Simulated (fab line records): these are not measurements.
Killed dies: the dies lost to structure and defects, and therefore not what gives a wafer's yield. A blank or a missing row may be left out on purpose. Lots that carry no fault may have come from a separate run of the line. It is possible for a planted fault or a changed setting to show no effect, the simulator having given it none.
A struck lot beside a sound one :: flow sky130 :: 30 out of 708 route steps
Sound: wafers L427.1, L427.2, L427.4. Wafers L435.4, L435.5, L435.6 were the ones struck. The cause comes at the end.
Order at every step that has rows: each side's tool, ch and its chambers, its first start. Under that, the readings that differ: sound wafers :: struck wafers :: difference of the means :: sigmas: that difference in standard deviations of wafers without a fault.
alike: readings with means less than 2 such deviations apart, plus words and numbers identical on both sides. not compared: withheld readings, readings lacking a value on some wafer, bounds such as >300 that could conceal the same value, and numbers that have no deviation in the record and whose values overlap.
A row with sigmas, a row that says differs or no value, or rows on one side alone: a step with any of these is where the two part. Non-overlapping numbers with no deviation appear without sigmas and do not part them. A reading missing from all wafers of one side parts the sides only when that side holds two or more wafers.

first, 5 steps without rows for these wafers: SKY_SONOS_ONO_COAT_08 (resist thk 1140 nm); SKY_SONOS_ONO_SOFTBAKE_09 (time 60 s); SKY_SONOS_ONO_EXPOSE_10 (exposes mask ONOM, target cd 410 nm); SKY_SONOS_ONO_PEB_11; SKY_SONOS_ONO_DEVELOP_12 (develop time 60 s).
SKY_SONOS_ONO_CD_MEAS_13: target cd 410 nm.
  struck on cd sem-02, day 18 05:05; sound on cd sem-02, day 15 01:49
  alike: cd nm
SKY_SONOS_ONO_OVL_MEAS_14:
  struck on overlay-02, day 18 05:10; sound on overlay-02, day 15 01:56
  alike: SONOS_ONO_OVL
SKY_SONOS_ONO_ETCH_15: etches the open film in CHF3/O2, target depth 19.52 nm, time 7.8 s.
  sound on rie diel-01 ch 0,2,3, day 15 01:58; struck on rie diel-01 ch 0,1,2, day 18 05:11
reading: rf hours counter h (h)
sound: 8 104 69
struck: - - -
difference: no value on the struck wafers
sigmas: 
  alike: bias w, drypump motor current A, oes product au, throttle valve pct
then, 1 step without rows for these wafers: SKY_SONOS_ONO_WET_ETCH_16 (etches SiO2 in dHF, target depth 14 nm, time 280 s).
SKY_SONOS_ONO_STRIP_17: strips in O2/N2.
  sound on plasma asher-01 ch 0,1, day 15 02:05; struck on plasma asher-04 ch 0,1, day 18 05:19
  alike: drypump motor current A, n2 flow sccm, oes product au, strip time to endpoint s
  not compared: rf hours counter h
then, 2 steps without rows for these wafers: SKY_SONOS_ONO_WET_ETCH_18 (etches Si3N4 in H3PO4, target depth 15 nm, time 172 s); SKY_GATE_OXIDE_CLEAN_00 (cleans in SC1/SC2, time 150 s).
SKY_GATE_OXIDE_OXIDATION_01: stabilise 600 s, purge 300 s, target thk 10.268 nm.
  sound on furnace-02 ch 0, day 15 02:17; struck on furnace-01 ch 0, day 18 10:04
reading: model.SiO2_of_GATE_OXIDE_OXIDATION_01.thk nm (nm)
sound: 10.03 10.14 9.991
struck: 12.34 12.62 12.64
difference: +2.48
sigmas: 
SKY_GATE_OXIDE_THK_MEAS_02:
  struck on film metro-03, day 18 11:31; sound on film metro-03, day 15 03:42
reading: GATE_OXIDE_OXIDATION_00_THK (nm)
sound: 9.99 10.10 10.00
struck: 12.37 12.62 12.65
difference: +2.52
sigmas: +16
then, 7 steps without rows for these wafers: SKY_GATE_OXIDE_DEHYDRATE_03 (time 60 s); SKY_GATE_OXIDE_HMDS_04 (prime time 60 s); SKY_GATE_OXIDE_COAT_05 (resist thk 1140 nm); SKY_GATE_OXIDE_SOFTBAKE_06 (time 60 s); SKY_GATE_OXIDE_EXPOSE_07 (exposes mask LVOM, target cd 600 nm); SKY_GATE_OXIDE_PEB_08; SKY_GATE_OXIDE_DEVELOP_09 (develop time 60 s).
SKY_GATE_OXIDE_OVL_MEAS_10:
  struck on overlay-01, day 19 17:21; sound on overlay-02, day 16 07:23
  alike: GATE_OXIDE_OVL
then, 2 steps without rows for these wafers: SKY_GATE_OXIDE_IMPLANT_11; SKY_GATE_OXIDE_WET_ETCH_12 (etches SiO2 in dHF, target depth 16.8 nm, time 336 s).
SKY_GATE_OXIDE_STRIP_13: strips in O2/N2.
  sound on plasma asher-01 ch 0,1, day 16 07:41; struck on plasma asher-04 ch 0,1, day 19 17:40
  alike: drypump motor current A, n2 flow sccm, oes product au, strip time to endpoint s
  not compared: rf hours counter h
SKY_GATE_OXIDE_TW_MEAS_14:
  struck on film metro-02, day 19 17:45; sound on film metro-03, day 16 07:47
reading: GATE_OXIDE_TW
sound: 220 219 220
struck: 228 228 227
difference: +8
sigmas: +2
then, 1 step without rows for these wafers: SKY_GATE_OXIDE_CLEAN_15 (cleans in SC1/SC2, time 150 s).
SKY_GATE_OXIDE_OXIDATION_16: stabilise 600 s, purge 300 s, target thk 3.57 nm.
  sound on furnace-01 ch 0, day 16 14:25; struck on furnace-01 ch 0, day 19 17:50
reading: model.SiO2_of_GATE_OXIDE_OXIDATION_01.thk nm (nm)
sound: 11.34 11.44 11.28
struck: 13.44 13.72 13.73
difference: +2.28
sigmas: 
then, 1 step without rows for these wafers: SKY_POLY_GATE_CVD_00 (deposits poly-Si, target thk 180 nm, time 720 s).
-- the record jumps here: 30 days lie between the struck wafers' starts before and after (it left off in module POLY_GATE and takes up again in module PAD_OPEN, whose first step shown is number 708 of the route) --
SKY_PAD_OPEN_PROBE_99:
  struck on prober-01, day 49 21:53; sound on prober-01, day 47 16:03
reading: killed dies
sound: 96 98 78
struck: 76 74 61
difference: -20
sigmas: -2

reading: model.etest.nfet_16v.r on ohm um
sound: 1.4e+04 1.412e+04 1.39e+04
struck: 1.497e+04 1.511e+04 1.519e+04
difference: +1.083e+03
sigmas: 

reading: model.etest.tip sonos.rs ohm sq
sound: 2635 2652 2625
struck: 3206 3257 3254
difference: +602
sigmas: 

reading: model.etest.pfet g5v0d10v5.r on ohm um
sound: 4665 4722 4747
struck: 5178 5237 5165
difference: +482
sigmas: 

reading: model.etest.nfet g5v0d10v5.r on ohm um
sound: 1881 1928 1904
struck: 2068 2100 2106
difference: +187
sigmas: 

reading: model.etest.nfet g5v0d10v5.drive ua um
sound: 613 604.2 609.5
struck: 520.6 512.2 505.8
difference: -96.0
sigmas: 

reading: model.etest.nfet_05v0_nvt.drive ua um
sound: 581.3 573.1 584.2
struck: 502.9 497 495.1
difference: -81.2
sigmas: 
  alike: killed_at_M0_to_M3, killed_at_M4_up, killed at contacts, killed at front end, killed at other, killed open, killed short
  not compared: model.etest.pfet_16v.r on ohm um, model.etest.tip p.rs ohm sq

## WHERE THEY PART
At SKY_SONOS_ONO_ETCH_15 first; at SKY_PAD_OPEN_PROBE_99 last (within this record only).

WHY: the cause the simulator had injected
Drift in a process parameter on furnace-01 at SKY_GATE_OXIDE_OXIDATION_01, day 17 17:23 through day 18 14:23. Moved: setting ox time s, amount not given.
